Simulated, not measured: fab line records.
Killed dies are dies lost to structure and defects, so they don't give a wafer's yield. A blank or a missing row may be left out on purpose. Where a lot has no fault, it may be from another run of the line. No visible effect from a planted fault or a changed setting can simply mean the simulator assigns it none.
Split-lot study    flow sfqLine    23 wafers read from 5 lots, route of 325 steps

## ON THE SPLIT
At SFQ_TRILAYER_I4_VIA_LITHO_COAT_103 (resist thk 650 nm), the setting spinRpm was moved away from the recipe's 3000 rpm on 8 of the 23 wafers read, by -4.9% to +6.9%. For the rest of the wafers, this setting stayed at what the recipe calls for.

## FROM THE SPLIT TO THE READING: what the file shows between them, 3 steps
- SFQ_TRILAYER_I4_VIA_LITHO_SOFTBAKE_107
- SFQ_TRILAYER_I4_VIA_LITHO_EXPOSE_104: exposes mask I4, target cd 700 nm
- SFQ_TRILAYER_I4_VIA_LITHO_DEVELOP_105: time 60 s

## THE READING
KrF_of_TRILAYER_I4_VIA_LITHO_COAT_103.thkNm (the simulator's own value, which no gauge read), in nm, at SFQ_TRILAYER_I4_VIA_BARC_OPEN_VIA_ETCH_146 (etches BARC in O2, target depth 125 nm, time 41.7 s). The file does not state a usual value for it. Average 572.8 nm, standard deviation 2.3 nm, over the 15 wafers here run with the recipe.

wafer   tool, chamber at the split  spinRpm as run, rpm  against the recipe  KrF_of_TRILAYER_I4_VIA_LITHO_COAT_103.thkNm, nm  against lot-mates on the recipe
L075.1  lithoTrack-04, 0            2852                 -4.9%               587.6                                            +17.6
L075.2  lithoTrack-04, 0            3000                 recipe              571                                              -
L075.3  lithoTrack-04, 0            3000                 recipe              570.4                                            -
L075.5  lithoTrack-04, 0            3000                 recipe              568.5                                            -
L075.6  lithoTrack-04, 0            2852                 -4.9%               590.1                                            +20.1
L080.1  lithoTrack-02, 0            3000                 recipe              571.8                                            -
L080.3  lithoTrack-02, 0            3208                 +6.9%               552.1                                            -20.1
L080.4  lithoTrack-02, 0            3208                 +6.9%               553.4                                            -18.9
L080.5  lithoTrack-02, 0            3000                 recipe              572.7                                            -
L080.6  lithoTrack-02, 0            3208                 +6.9%               552.2                                            -20.0
L082.1  lithoTrack-03, 0            3000                 recipe              571.1                                            -
L082.2  lithoTrack-03, 0            3000                 recipe              571.2                                            -
L082.4  lithoTrack-03, 0            3203                 +6.8%               551                                              -20.2
L082.5  lithoTrack-03, 0            3203                 +6.8%               549                                              -22.2
L082.6  lithoTrack-03, 0            3203                 +6.8%               551.3                                            -19.9
L084.1  lithoTrack-02, 0            3000                 recipe              573.7                                            -
L084.2  lithoTrack-02, 0            3000                 recipe              574.3                                            -
L084.4  lithoTrack-02, 0            3000                 recipe              572                                              -
L084.5  lithoTrack-02, 0            3000                 recipe              576.3                                            -
L084.6  lithoTrack-02, 0            3000                 recipe              574.7                                            -
L085.2  lithoTrack-04, 0            3000                 recipe              577                                              -
L085.3  lithoTrack-04, 0            3000                 recipe              572.1                                            -
L085.4  lithoTrack-04, 0            3000                 recipe              575.9                                            -

FIT RESULTS
A straight line over all 23 wafers: KrF_of_TRILAYER_I4_VIA_LITHO_COAT_103.thkNm changes by -3.14 nm for each +1% of spinRpm; r = -0.98; the points scatter about the line by 2.2 nm.
The same after taking each lot's own level away (the mean of its wafers on the recipe; 23 wafers): -3.14 nm for each +1%; r = -0.99; scatter 1.7 nm.
That fit puts the effect of the largest move of spinRpm on the reading at 22 nm.
The span of the lots' own levels, 569.97 to 575.00 nm, comes to 2.2 times the standard deviation stated above.
Consequently the slope shifts little with the lot-to-lot level, the two slopes agreeing.
Check: for one of the wafers moved furthest among these (+6.9%), held out of the fit, the line's prediction against its lot-mates is -21.3 nm. It came out at -20.1 nm against them.

## THE WHOLE CHAIN: every reading that the file lists as answering this split, in the file's order
step                                        what it does                                         reading                                                                                       change (the file's fit)               r (the file's)
SFQ_TRILAYER_I4_VIA_LITHO_COAT_103          resist thk 650 nm                                    KrF_of_TRILAYER_I4_VIA_LITHO_COAT_103.thkNm (the simulator's own value, which no gauge read)  -3.21 nm for each +1% of the setting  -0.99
SFQ_TRILAYER_I4_VIA_BARC_OPEN_VIA_ETCH_146  etches BARC in O2, target depth 125 nm, time 41.7 s  KrF_of_TRILAYER_I4_VIA_LITHO_COAT_103.thkNm (the simulator's own value, which no gauge read)  -3.13 nm for each +1% of the setting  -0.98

## THE FILE'S OWN FIT
KrF_of_TRILAYER_I4_VIA_LITHO_COAT_103.thkNm changes by -3.13 nm for each +1% of spinRpm, r = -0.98.
